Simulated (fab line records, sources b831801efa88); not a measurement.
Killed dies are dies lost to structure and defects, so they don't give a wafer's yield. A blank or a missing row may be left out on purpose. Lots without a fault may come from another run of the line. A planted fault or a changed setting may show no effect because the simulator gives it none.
Problem report in the 8D (eight disciplines) form, filled by code | flow gf180mcu | the parts of the form that need people (team, actions taken, sign-off) are left out

1. THE PROBLEM
HV_LDD_CVD_54_THK at GF_HV_LDD_THK_MEAS_55 reads a mean of 6.59 nm on 3 wafers of 1 lot; wafers without a fault read 9.91 nm with a standard deviation of 0.15. That is -22 standard deviations from the usual mean.
First seen on wafer L320.2, day 18 11:35, on film_metro-01. The record holds 39 wafers of 13 lots with a number at this step. Rule for "out", or "out of limits": more than 4 standard deviations from the usual mean. The other wafers with a number count as sound.

2. WHAT IT IS AND WHAT IT IS NOT
question                    | is                     | is not
which readings at this step | HV_LDD_CVD_54_THK      | -
which lots                  | L320                   | L303, L305, L306, L308, L309, L310, L311, L312, L318, L322, L323, L324
which wafers of those lots  | all that have a number | -
read on which gauges        | film_metro-01          | film_metro-03, film_metro-04
when                        | from day 18 11:35      | up to then (27 sound wafers); but 9 sound wafers of L322, L323, L324 came after

3. SUSPECTS, AND WHAT RULES EACH OUT
Counting: a tool at a process step up to the reading stays a suspect if it ran every lot that is out and no sound lot after the first of them.
- the gauge at GF_HV_LDD_THK_MEAS_55: kept. All the wafers that are out were read on film_metro-01, and no step on other tools shows them out.
- lpcvd-01 at GF_HV_LDD_CVD_54 (deposits SiO2 from TEOS, target thk 10 nm, time 75 s): kept. It ran the lot that is out, L320 (day 18 10:33), and no sound lot after that; its last sound lot up to then is L311 (day 15 06:06).
Left after counting: lpcvd-01 at GF_HV_LDD_CVD_54, film_metro-01 at GF_HV_LDD_THK_MEAS_55.

4. THE CAUSE (what the simulator had put in)
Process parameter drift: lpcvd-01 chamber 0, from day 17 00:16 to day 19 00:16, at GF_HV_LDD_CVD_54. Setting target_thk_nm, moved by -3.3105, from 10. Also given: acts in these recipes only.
Counting left 2 suspects, and this tool is among them.

5. THE CHAIN OF EFFECTS, in route order
Each row: a reading whose mean over the struck wafers that have a number lies more than 3 standard deviations from the usual. Only readings for which the record gives a usual standard deviation are gone through. hours: the time from each lot's start at the first step in this table that gives one to its start at this step, as a median over the lots. sigmas: the change in usual standard deviations.
hours | step                  | reading           | usual   | on struck wafers | change | sigmas
0     | GF_HV_LDD_THK_MEAS_55 | HV_LDD_CVD_54_THK | 9.91 nm | 6.59             | -3.32  | -22
1     | GF_HV_LDD_THK_MEAS_57 | HV_LDD_CVD_56_THK | 89.5 nm | 92.2             | +2.7   | +3.1

6. WHAT WOULD HAVE CAUGHT IT SOONER
In this record the first reading out of limits at a measuring or inspecting step was taken at day 18 11:35, 35 hours after the fault began at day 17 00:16.
Of the tool readings at GF_HV_LDD_CVD_54 for which the record gives a usual standard deviation, none was out on any struck wafer, so an alarm limit of 4 standard deviations on them would not have fired.
All the lots that are out (1) had begun GF_HV_LDD_CVD_54 on lpcvd-01 by day 18 11:35. A hold on the tool at that time would have spared none of them.
